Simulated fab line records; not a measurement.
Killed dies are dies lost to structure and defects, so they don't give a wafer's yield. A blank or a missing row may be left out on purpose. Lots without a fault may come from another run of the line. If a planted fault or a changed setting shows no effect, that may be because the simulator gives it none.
Comparing a struck lot with a sound one    flow gf180mcu    14 out of 602 route steps
Sound: these wafers, L186.2, L186.5, L186.6. The struck wafers were L185.1, L185.4, L185.5. The cause comes at the end.
At each step with rows: each side's tool, then ch and its chambers, then its first start. Under that, the readings that differ: sound wafers    struck wafers    difference of the means    sigmas: that difference in standard deviations of wafers without a fault.
alike: readings whose means differ by less than 2 such deviations, and words and numbers that are the same on both sides. not compared: withheld readings, readings that some wafer has no value for, bounds like >300 that may hide the same value, and numbers for which the record gives no deviation and whose values overlap.
The two part at a step that has a row with sigmas, a row that says differs or no value, or rows on one side only. Non-overlapping numbers with no deviation appear without sigmas and do not part them. A reading that every wafer of one side lacks parts them only if that side has two wafers or more.

GF_DUAL_GATE_STRIP_13: strips in O2/N2.
  sound on plasma-asher-03 ch 0,1, day 11 11:28; struck on plasma-asher-03 ch 0,1, day 11 03:40
  alike: drypump-motor-current-A, heater-power-w, o2-flow-sccm, oes-product-au, platen-temp-c, strip-time-to-endpoint-s
  not compared: rf-hours-counter-h
then, 3 steps without rows for these wafers: GF_DUAL_GATE_CLEAN_14 (cleans in SC1/SC2, time 150 s); GF_DUAL_GATE_OXIDATION_15 (stabilise 600 s, purge 300 s, target thk 7.098 nm); GF_POLY_GATE_CVD_00 (deposits poly-Si, target thk 200 nm, time 1200 s).
GF_POLY_GATE_THK_MEAS_01:
  struck on film-metro-02, day 11 09:33; sound on film-metro-01, day 11 15:49
  alike: POLY_GATE_CVD_00_THK
then, 7 steps without rows for these wafers: GF_POLY_GATE_DEHYDRATE_02 (time 60 s); GF_POLY_GATE_HMDS_03 (prime time 60 s); GF_POLY_GATE_COAT_04; GF_POLY_GATE_COAT_05 (resist thk 700 nm); GF_POLY_GATE_SOFTBAKE_06 (time 60 s); GF_POLY_GATE_EXPOSE_07 (exposes mask Poly2, target cd 280 nm); GF_POLY_GATE_PEB_08 (peb time 90 s).
GF_POLY_GATE_DEVELOP_09: develop time 60 s.
  struck on litho-track-03, day 12 03:59; sound on litho-track-02 ch 0, day 12 10:25
  no value came back on the struck wafers for chill-plate-temp-C (C), develop-time-s (s), resist-line-temp-C (C); on the sound wafers chill-plate-temp-C (C) reads 22.94 23.09 23.14
reading                                     sound              struck             difference  sigmas
model.KrF_of_POLY_GATE_COAT_05.thk-nm (nm)  683.4 685.5 685.3  701.7 701.6 699.9  +16.3       
GF_POLY_GATE_CD_MEAS_10 targets a cd of 280 nm.
  struck on cd-sem-02, day 12 04:08; sound on cd-sem-02, day 12 10:34
reading     sound              struck  difference                     sigmas
cd-nm (nm)  280.5 279.0 278.7  - - -   no value on the struck wafers  

## WHERE THEY PART
Earliest at GF_POLY_GATE_DEVELOP_09; latest, in this record, at GF_POLY_GATE_CD_MEAS_10.

WHY: what the simulator had put in
At GF_POLY_GATE_DEVELOP_09, the step was skipped entirely on litho-track-03 from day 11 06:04 on. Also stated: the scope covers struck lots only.
